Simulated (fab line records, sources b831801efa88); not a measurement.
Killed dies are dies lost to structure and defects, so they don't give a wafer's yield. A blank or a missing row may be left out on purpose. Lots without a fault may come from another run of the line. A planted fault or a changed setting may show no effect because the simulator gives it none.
Split-lot experiment | flow gf180mcu | 5 lots, 23 wafers read, on a route of 602 steps

THE SPLIT
At GF_M5_PEB_05 (peb time 90 s), the setting peb_temp_c was moved away from the recipe's 135 C on 11 of the 23 wafers read, by +0.9% to +3.0%. The other wafers ran this setting at the recipe's value.

FROM THE SPLIT TO THE READING: what the file shows between them, 1 step
- GF_M5_DEVELOP_06: develop time 60 s

THE READING
cd_nm, in nm, at GF_M5_CD_MEAS_07 (target cd 280 nm). Fault-free wafers of this fab line usually give 279.8 nm, standard deviation 1.1 nm.

wafer  | tool, chamber at the split | peb_temp_c as run, C | against the recipe | cd_nm, nm | against lot-mates on the recipe
L074.1 | litho_track-04, 0          | 135                  | recipe             | 280.7     | -
L074.2 | litho_track-04, 0          | 135                  | recipe             | 279.6     | -
L074.3 | litho_track-04, 0          | 135                  | recipe             | 280.5     | -
L074.4 | litho_track-04, 0          | 138.5                | +2.6%              | 271.9     | -8.4
L074.5 | litho_track-04, 0          | 138.5                | +2.6%              | 273.4     | -6.9
L076.1 | litho_track-04, 0          | 138.2                | +2.4%              | 275.3     | -5.2
L076.3 | litho_track-04, 0          | 138.2                | +2.4%              | 273.2     | -7.3
L076.4 | litho_track-04, 0          | 138.2                | +2.4%              | 272.9     | -7.6
L076.5 | litho_track-04, 0          | 135                  | recipe             | 280.4     | -
L076.6 | litho_track-04, 0          | 135                  | recipe             | 280.6     | -
L079.1 | litho_track-02, 0          | 135                  | recipe             | 280.0     | -
L079.4 | litho_track-02, 0          | 135                  | recipe             | 279.5     | -
L079.5 | litho_track-02, 0          | 135                  | recipe             | 279.7     | -
L080.1 | litho_track-01, 0          | 139                  | +3.0%              | 272.1     | -7.8
L080.2 | litho_track-01, 0          | 139                  | +3.0%              | 270.2     | -9.7
L080.3 | litho_track-01, 0          | 135                  | recipe             | 280.1     | -
L080.5 | litho_track-01, 0          | 135                  | recipe             | 279.6     | -
L080.6 | litho_track-01, 0          | 139                  | +3.0%              | 271.1     | -8.8
L083.2 | litho_track-04, 0          | 136.2                | +0.9%              | 278.1     | -2.8
L083.3 | litho_track-04, 0          | 136.2                | +0.9%              | 277.1     | -3.8
L083.4 | litho_track-04, 0          | 135                  | recipe             | 280.7     | -
L083.5 | litho_track-04, 0          | 135                  | recipe             | 281.0     | -
L083.6 | litho_track-04, 0          | 136.2                | +0.9%              | 278.1     | -2.8

THE FIT
A straight line over all 23 wafers: cd_nm changes by -2.93 nm for each +1% of peb_temp_c; r = -0.98; the points scatter about the line by 0.73 nm.
The same after taking each lot's own level away (the mean of its wafers on the recipe; 23 wafers): -2.9 nm for each +1%; r = -0.99; scatter 0.65 nm.
On that fit, the largest move of peb_temp_c shifts the reading by 8.6 nm.
The lots' own levels span 279.73 to 280.85 nm, that is 1.0 times the standard deviation above.
So the lot-to-lot level changes the slope little: the two slopes agree.
Check: with one of the wafers moved furthest among these (+3.0%) left out of the fit, the line predicts -8.83 nm for it against its lot-mates. It came out at -7.75 nm against them.

OTHER SPLITS ON THESE WAFERS
These wafers also went through other splits before the reading. Each is held against what the fit with the lots' levels taken away leaves over:
other split on the same wafers       | wafers away from the commonest value | r with cd_nm (lot level and that fit taken away)
GF_M4_PEB_12 peb_temp_c              | 11                                   | -0.05
GF_V4_CVD_00 sih4_flow_sccm          | 11                                   | +0.09
GF_V4_COAT_09 resist_thk_nm          | 6                                    | +0.08
GF_V4_PEB_12 peb_temp_c              | 7                                    | +0.20
GF_V4_SPUTTER_21 chamber_pressure_pa | 18                                   | +0.21
GF_MIM_SPUTTER_08 time_s             | 7                                    | +0.20
GF_MIM_EXPOSE_16 dose_mj             | 6                                    | -0.06

THE WHOLE CHAIN: every reading that the file lists as answering this split, in the file's order
step                | what it does                                                                         | reading                                                   | change (the file's fit)              | r (the file's)
GF_M5_CD_MEAS_07    | target cd 280 nm                                                                     | cd_nm                                                     | -2.93 nm for each +1% of the setting | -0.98
GF_M5_ETCH_09       | etches Si3N4 in CF4/O2, target depth 52 nm, time 11.6 s                              | M5.cd_nm (the simulator's own value, which no gauge read) | -3.01 nm for each +1% of the setting | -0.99
GF_M5_METAL_ETCH_10 | etches the open film in Cl2/BCl3, stops on SiO2, target depth 627.5 nm, time 104.6 s | M5.cd_nm (the simulator's own value, which no gauge read) | -3.1 nm for each +1% of the setting  | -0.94

THE FILE'S OWN FIT
cd_nm changes by -2.93 nm for each +1% of peb_temp_c, r = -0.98.
